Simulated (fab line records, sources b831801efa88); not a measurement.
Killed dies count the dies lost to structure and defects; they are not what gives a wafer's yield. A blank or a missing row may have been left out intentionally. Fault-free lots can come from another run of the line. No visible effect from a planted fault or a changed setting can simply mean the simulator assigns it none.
Lot-split experiment | flow sky130 | 23 wafers read from 5 lots, route of 708 steps

THE SPLIT ITSELF
At SKY_FIELD_ISO_EXPOSE_10 (exposes mask FOM, target cd 150 nm), the setting dose-mj was moved away from the recipe's 28 on 7 of the 23 wafers read, by -4.4% to +3.5%. This setting was run at the recipe's value on the other wafers.

FROM THE SPLIT TO THE READING: what the file shows between them, 2 steps
- SKY_FIELD_ISO_PEB_11
- SKY_FIELD_ISO_DEVELOP_12: develop time 60 s

THE READING
cd-nm at SKY_FIELD_ISO_CD_MEAS_13, given in nm (cd target 150 nm). A value of 149.4 nm with a standard deviation of 1.3 nm is what fault-free wafers of this fab line usually give.

wafer  | tool, chamber at the split | dose-mj as run | against the recipe | cd-nm, nm | against lot-mates on the recipe
L076.1 | krf-scanner-01, 0          | 28             | recipe             | 149.9     | -
L076.2 | krf-scanner-01, 0          | 28             | recipe             | 151.2     | -
L076.3 | krf-scanner-01, 0          | 28             | recipe             | 152.5     | -
L076.5 | krf-scanner-01, 0          | 28             | recipe             | 149.9     | -
L076.6 | krf-scanner-01, 0          | 28             | recipe             | 151.3     | -
L077.2 | krf-scanner-01, 0          | 28.74          | +2.6%              | 143.3     | -4.0
L077.3 | krf-scanner-01, 0          | 28             | recipe             | 148.0     | -
L077.4 | krf-scanner-01, 0          | 28.74          | +2.6%              | 142.4     | -4.9
L077.5 | krf-scanner-01, 0          | 28             | recipe             | 146.1     | -
L077.6 | krf-scanner-01, 0          | 28             | recipe             | 147.9     | -
L079.2 | krf-scanner-01, 0          | 28             | recipe             | 148.5     | -
L079.3 | krf-scanner-01, 0          | 26.76          | -4.4%              | 159.3     | +10.3
L079.4 | krf-scanner-01, 0          | 28             | recipe             | 148.9     | -
L079.5 | krf-scanner-01, 0          | 26.76          | -4.4%              | 158.9     | +9.9
L079.6 | krf-scanner-01, 0          | 28             | recipe             | 149.6     | -
L081.2 | krf-scanner-02, 0          | 28             | recipe             | 148.7     | -
L081.4 | krf-scanner-02, 0          | 28             | recipe             | 148.6     | -
L081.6 | krf-scanner-02, 0          | 28             | recipe             | 146.8     | -
L085.1 | krf-scanner-01, 0          | 28.97          | +3.5%              | 144.8     | -5.1
L085.2 | krf-scanner-01, 0          | 28             | recipe             | 150.8     | -
L085.4 | krf-scanner-01, 0          | 28             | recipe             | 148.9     | -
L085.5 | krf-scanner-01, 0          | 28.97          | +3.5%              | 143.6     | -6.3
L085.6 | krf-scanner-01, 0          | 28.97          | +3.5%              | 142.3     | -7.6

FIT RESULTS
A straight line over all 23 wafers: cd-nm changes by -2.03 nm for each +1% of dose-mj; r = -0.93; the points scatter about the line by 1.6 nm.
The same after taking each lot's own level away (the mean of its wafers on the recipe; 23 wafers): -2.02 nm for each +1%; r = -0.97; scatter 0.96 nm.
On that fit, the largest move of dose-mj shifts the reading by 9 nm.
Across the lots, their own levels run from 147.33 to 150.96 nm, a range of 2.8 times the standard deviation given above.
Hence the lot-to-lot level has little effect on the slope; both slopes agree.
Check: with one of the wafers moved furthest among these (-4.4%) left out of the fit, the line predicts +8.76 nm for it against its lot-mates. Against them it came out at +10.3 nm.

THE WHOLE CHAIN: every reading that the file lists as answering this split, in the file's order
step                     | what it does                                                         | reading                                                          | change (the file's fit)              | r (the file's)
SKY_FIELD_ISO_CD_MEAS_13 | target cd 150 nm                                                     | cd-nm                                                            | -2.03 nm for each +1% of the setting | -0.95
SKY_FIELD_ISO_ETCH_14    | etches BARC in N2/H2, stops on SiO2, time 45.9 s, target depth 60 nm | FIELD_ISO.cd-nm (the simulator's own value, which no gauge read) | -1.99 nm for each +1% of the setting | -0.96

FILE'S OWN FIT
cd-nm changes by -2.03 nm for each +1% of dose-mj, r = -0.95.
